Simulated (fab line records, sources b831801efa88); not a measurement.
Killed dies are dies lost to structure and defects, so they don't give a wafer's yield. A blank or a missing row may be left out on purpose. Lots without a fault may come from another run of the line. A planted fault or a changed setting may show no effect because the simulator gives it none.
One fault seen from 2 desks | flow gf180mcu | each desk has only its own numbers; what lay behind them comes last

THE TOOL OWNER'S DESK: implanter-01
The tool's own readings at GF_VT_IMPLANT_IMPLANT_41: means of the sampled wafers that have a number, for each lot that ran on this tool. A lot is out of limits, marked OUT, if its mean lies more than 4 standard deviations from the usual mean; the brackets give that distance.
Columns: A = beam_energy_keV at GF_VT_IMPLANT_IMPLANT_41, usual 70.001; B = tilt_deg at GF_VT_IMPLANT_IMPLANT_41, usual 6.996 degrees
lot  | first seen here | A                        | B
L624 | day 7 18:34     | 69.987                   | 6.996
L627 | day 8 12:39     | 70.002                   | 6.989
L629 | day 9 05:35     | 70.007                   | 7.012
L638 | day 11 17:46    | 79.391 (+99 or more) OUT | 6.988
L639 | day 12 03:16    | 79.415 (+99 or more) OUT | 6.993
This desk's finding: out of limits on L638, L639; first on L638, day 11 17:46 (beam_energy_keV at GF_VT_IMPLANT_IMPLANT_41). In limits: L624, L627, L629.

THE METROLOGY DESK
What the gauges read, lot by lot, whatever tool the lot ran on: means of the sampled wafers that have a number. A lot is out of limits, marked OUT, if its mean lies more than 4 standard deviations from the usual mean; the brackets give that distance.
Columns: A = DNWELL_TW at GF_DNWELL_TW_MEAS_09, usual 1360; B = VT_IMPLANT_4_TW at GF_VT_IMPLANT_TW_MEAS_43, usual 691; C = CONTACT_BOW at GF_CONTACT_BOW_MEAS_05, usual 66 um
lot  | first seen here | A    | B   | C
L623 | day 2 17:59     | 1365 | 685 | 61
L624 | day 2 23:11     | 1372 | 683 | 65
L625 | day 3 05:14     | 1360 | 706 | 68
L626 | day 3 09:53     | 1349 | 704 | 70
L627 | day 3 15:11     | 1367 | 679 | 63
L628 | day 4 00:08     | 1332 | 685 | 71
L629 | day 4 02:46     | 1318 | 682 | 69
L630 | day 4 07:56     | 1362 | 684 | 67
L638 | day 6 03:05     | 1374 | 729 | 64
L639 | day 6 10:43     | 1382 | 728 | 71
L643 | day 7 06:45     | 1345 | 679 | 65
L645 | day 7 16:23     | 1353 | 711 | 70
L646 | day 7 20:29     | 1355 | 686 | 62
This desk's finding: nothing out of limits on any of the 13 lots.

PUT TOGETHER
The tool owner's desk could have raised an alarm at day 11 17:46, on L638, L639.
The metrology desk saw nothing out of limits.
The metrology desk has L638, L639 on record, within its limits.
Of the lots named, all ran GF_VT_IMPLANT_IMPLANT_41 on implanter-01.

WHAT THE SIMULATOR HAD PUT IN
Process parameter drift: implanter-01, from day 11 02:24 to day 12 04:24, at GF_VT_IMPLANT_IMPLANT_41. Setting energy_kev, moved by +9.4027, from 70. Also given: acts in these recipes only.
Lots struck among those shown: L638, L639.
Hours from the fault's start to each desk's first reading out of limits: the tool owner's desk, 15.
